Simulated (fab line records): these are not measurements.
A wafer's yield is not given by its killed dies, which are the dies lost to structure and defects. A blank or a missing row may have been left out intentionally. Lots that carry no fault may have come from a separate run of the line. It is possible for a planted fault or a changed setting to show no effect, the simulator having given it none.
Which tool is to blame?	flow gf180mcu	Sampling: 13 lots, 39 wafers, 4 of 602 route steps

## WHAT EACH GAUGE READ, for each wafer
No reading from a measuring or inspecting step in the record can be judged against a usual standard deviation.

## WHAT TOOL EACH LOT RAN ON (gives the tool, then ch and the chambers of the sampled wafers, and finally the start)
lot	GF_SAB_WET_ETCH_12	GF_SALICIDE_RTA_08	GF_CONTACT_SPUTTER_22	GF_CONTACT_CMP_27
L662	wet-bench-02 ch 0, day 15 08:41	rtp-anneal-01 ch 0, day 15 09:28	pvd-sputter-03, day 16 08:52	cmp-02 ch 1,3, day 16 09:15
L663	wet-bench-01 ch 1, day 15 18:58	rtp-anneal-02 ch 0, day 15 19:42	pvd-sputter-02, day 16 19:14	cmp-01 ch 0,1,2, day 16 19:37
L664	wet-bench-01 ch 2, day 15 22:46	rtp-anneal-02 ch 0, day 15 23:32	pvd-sputter-03, day 16 23:26	cmp-01 ch 0,1,2, day 16 23:49
L666	wet-bench-01 ch 2, day 16 13:07	rtp-anneal-01 ch 0, day 16 13:53	pvd-sputter-02, day 17 13:50	cmp-02 ch 0,1,2, day 17 14:19
L675	wet-bench-02 ch 3, day 19 18:13	rtp-anneal-02 ch 0, day 19 18:57	pvd-sputter-03, day 20 20:14	cmp-02 ch 0,1,3, day 20 20:43
L676	wet-bench-03 ch 0, day 20 06:29	rtp-anneal-01 ch 0, day 20 07:15	pvd-sputter-03, day 21 08:48	cmp-01 ch 0,1,2, day 21 09:14
L677	wet-bench-01 ch 2, day 20 17:07	rtp-anneal-02 ch 0, day 20 18:02	pvd-sputter-01, day 21 19:20	cmp-02 ch 0,2,3, day 21 19:43
L678	wet-bench-02 ch 0, day 20 22:34	rtp-anneal-02 ch 0, day 20 23:19	pvd-sputter-03, day 22 00:29	cmp-02 ch 1,2,3, day 22 00:52
L679	wet-bench-02 ch 1, day 21 06:43	rtp-anneal-02 ch 0, day 21 07:28	pvd-sputter-02, day 22 08:26	cmp-02 ch 0,1, day 22 08:52
L681	wet-bench-01 ch 3, day 22 01:26	rtp-anneal-02 ch 0, day 22 02:11	pvd-sputter-01, day 23 02:21	cmp-01 ch 0,1,2, day 23 02:44
L682	wet-bench-02 ch 3, day 22 04:01	rtp-anneal-02 ch 0, day 22 04:45	pvd-sputter-03, day 23 04:59	cmp-01 ch 1,2,3, day 23 05:25
L684	wet-bench-01 ch 2, day 22 20:23	rtp-anneal-01 ch 0, day 22 21:16	pvd-sputter-02, day 23 21:08	cmp-02 ch 1,3, day 23 21:34
L685	wet-bench-02 ch 0, day 23 05:47	rtp-anneal-02 ch 0, day 23 06:32	pvd-sputter-03, day 24 06:37	cmp-02 ch 1,2, day 24 07:01
- GF_SAB_WET_ETCH_12: etches SiO2 in dHF, target depth 22 nm, time 440 s.
- GF_SALICIDE_RTA_08: time 30 s.
- GF_CONTACT_SPUTTER_22: material Ti, target thk 15 nm, time 80.02 s.
- GF_CONTACT_CMP_27: polishes, stops on SiO2, t overpolish 15 s, target thk 0 nm.

## AS READ BY THE TOOLS THEMSELVES (means over the sampled wafers that have a number; for cases with no such wafer, the mark the record gives instead)
GF_SAB_WET_ETCH_12. Usual: bath-heat-duty-pct 6.4 %, standard deviation 0.72; temp-c 24.99 C, standard deviation 0.1.
lot	tool	bath-heat-duty-pct (%)	temp-c (C)	flag
L662	wet-bench-02	6.6	24.96	
L663	wet-bench-01	6.3	24.99	
L664	wet-bench-01	6.6	25.08	
L666	wet-bench-01	0.0	18.14	OFF
L675	wet-bench-02	5.9	25.01	
L676	wet-bench-03	6.1	24.94	
L677	wet-bench-01	6.4	24.91	
L678	wet-bench-02	7.3	25.10	
L679	wet-bench-02	5.5	24.88	
L681	wet-bench-01	6.9	24.99	
L682	wet-bench-02	5.3	24.94	
L684	wet-bench-01	7.3	24.92	
L685	wet-bench-02	6.7	25.02	

GF_SALICIDE_RTA_08. Usual: lamp-power-pct 17.17 %, standard deviation 0.18; wafer_temp_C_max 803.2, standard deviation 0.74.
lot	tool	lamp-power-pct (%)	wafer_temp_C_max	flag
L662	rtp-anneal-01	16.81	803.6	
L663	rtp-anneal-02	17.26	802.3	
L664	rtp-anneal-02	17.27	803.3	
L666	rtp-anneal-01	16.84	804.2	
L675	rtp-anneal-02	17.27	802.7	
L676	rtp-anneal-01	16.82	804.2	
L677	rtp-anneal-02	17.26	802.7	
L678	rtp-anneal-02	17.26	803.1	
L679	rtp-anneal-02	17.25	802.9	
L681	rtp-anneal-02	17.28	803.1	
L682	rtp-anneal-02	17.25	803.0	
L684	rtp-anneal-01	16.83	803.7	
L685	rtp-anneal-02	17.27	803.4	

GF_CONTACT_SPUTTER_22. Usual: chamber-pressure-pa 5.000 Pa, standard deviation 0.0096; substrate-temp-c 199.99 C, standard deviation 0.18; throttle-valve-pct 30.1 %, standard deviation 0.75.
lot	tool	chamber-pressure-pa (Pa)	substrate-temp-c (C)	throttle-valve-pct (%)	flag
L662	pvd-sputter-03	5.007	199.95	29.8	
L663	pvd-sputter-02	5.004	199.82	29.5	
L664	pvd-sputter-03	4.994	200.06	30.3	
L666	pvd-sputter-02	4.992	199.98	29.9	
L675	pvd-sputter-03	4.998	200.11	29.6	
L676	pvd-sputter-03	5.001	200.02	30.0	
L677	pvd-sputter-01	5.008	199.86	30.4	
L678	pvd-sputter-03	4.998	199.97	30.4	
L679	pvd-sputter-02	5.010	200.09	29.7	
L681	pvd-sputter-01	5.003	199.82	30.4	
L682	pvd-sputter-03	4.995	200.12	29.8	
L684	pvd-sputter-02	4.992	200.05	29.7	
L685	pvd-sputter-03	4.991	200.20	30.4	

GF_CONTACT_CMP_27. Usual: motor-current-A 11.6 A, standard deviation 1.6; overpolish-run-s 15.000 s, standard deviation 0.0089; platen-rpm 60.00 rpm, standard deviation 0.044; retaining-ring-pressure-frac 1.000, standard deviation 0.0049; time-to-endpoint-s 74 s, standard deviation 3.4.
lot	tool	motor-current-A (A)	overpolish-run-s (s)	platen-rpm (rpm)	retaining-ring-pressure-frac	time-to-endpoint-s (s)	flag
L662	cmp-02	11.8	14.995	60.01	0.994	72	
L663	cmp-01	12.2	14.996	60.05	0.996	73	
L664	cmp-01	11.5	15.000	60.01	0.997	75	
L666	cmp-02	10.6	15.000	60.00	1.005	76	
L675	cmp-02	10.4	15.002	59.94	1.003	73	
L676	cmp-01	12.3	15.001	60.05	1.001	75	
L677	cmp-02	10.7	15.001	59.98	1.002	75	
L678	cmp-02	11.6	15.002	60.00	1.000	74	
L679	cmp-02	9.4	15.000	59.99	0.999	75	
L681	cmp-01	12.2	14.991	60.01	1.001	77	
L682	cmp-01	12.5	15.006	60.03	0.997	78	
L684	cmp-02	11.4	15.002	60.04	1.000	72	
L685	cmp-02	11.8	14.997	60.02	0.999	71	

## THE ANSWER, worked out from the rows above alone
Rule: take the mean of a lot's wafers that have a number; if it is more than 3 standard deviations from the usual mean, the lot is off. A lot without any number at a reading at which 4 lots or more have one is off too. Where the step has rows for the other lots, those lots are counted as sound. First the gauges in route order, then the tools' own readings, where a lot's mean is used as printed above. The first step at which some lot is off is used, and at that step the reading that is off furthest; a lot without a number counts as furthest.
Off: L666 (GF_SAB_WET_ETCH_12, temp-c).
If a tool, at that step or one of the process steps before it, ran each lot that is off and ran no sound lot following the first of them, it fits. No candidate that was tried fits.

## WHAT HAD BEEN PUT IN BY THE SIMULATOR
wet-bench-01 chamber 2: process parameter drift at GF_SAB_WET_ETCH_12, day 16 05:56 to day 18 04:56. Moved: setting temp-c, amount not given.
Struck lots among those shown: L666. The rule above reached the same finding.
